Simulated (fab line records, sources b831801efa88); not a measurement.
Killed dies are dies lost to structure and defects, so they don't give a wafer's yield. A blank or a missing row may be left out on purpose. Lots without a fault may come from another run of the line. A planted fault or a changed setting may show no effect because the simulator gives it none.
Chamber matching | flow sky130 | SKY_CONTACT_CMP_27 on cmp-01: 4 sister chambers
The step polishes, stops on SiO2, t overpolish 15 s, target thk 0 nm. 4 wafers are shown with their chamber, then 12 later ones without.

WAFERS WITH THEIR CHAMBER
wafer  | chamber | motor_current_A (A)
L089.6 | 0       | 9.0
L090.2 | 2       | 12.2
L090.4 | 1       | 11.6
L090.5 | 3       | 8.3

WAFERS WITHOUT THEIR CHAMBER
wafer  | motor_current_A (A)
L094.2 | 8.5
L094.3 | 11.7
L094.5 | 12.5
L095.4 | 8.5
L095.5 | 8.4
L095.6 | 8.6
L096.2 | 12.0
L096.4 | 12.1
L096.6 | 9.0
L097.2 | 8.9
L097.4 | 11.9
L097.5 | 8.5

WHICH CHAMBER EACH WENT THROUGH
wafer  | from the rows above     | in truth
L094.2 | can't be placed: 3 or 0 | 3
L094.3 | 1                       | 1
L094.5 | 2                       | 2
L095.4 | can't be placed: 3 or 0 | 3
L095.5 | 3                       | 3
L095.6 | can't be placed: 3 or 0 | 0
L096.2 | can't be placed: 2 or 1 | 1
L096.4 | 2                       | 2
L096.6 | 0                       | 0
L097.2 | 0                       | 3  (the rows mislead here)
L097.4 | can't be placed: 2 or 1 | 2
L097.5 | can't be placed: 3 or 0 | 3
Placed correctly: 5 of 12. Can't be placed from these rows: 6 (the true chamber is among the candidates in 6). Placed wrongly: 1.
How it was worked out, from the rows above alone: a wafer's distance from a chamber is the root of the sum, over the readings, of the square of ((its reading less the chamber's mean) divided by the reading's scatter). The wafer belongs to the nearest chamber; if the next one is less than 2 further off, it can't be placed. A chamber's mean is the mean of its shown wafers. The scatter: with one shown wafer a chamber, the root of the mean of the squares of how far each hidden wafer lies from its nearest shown one.
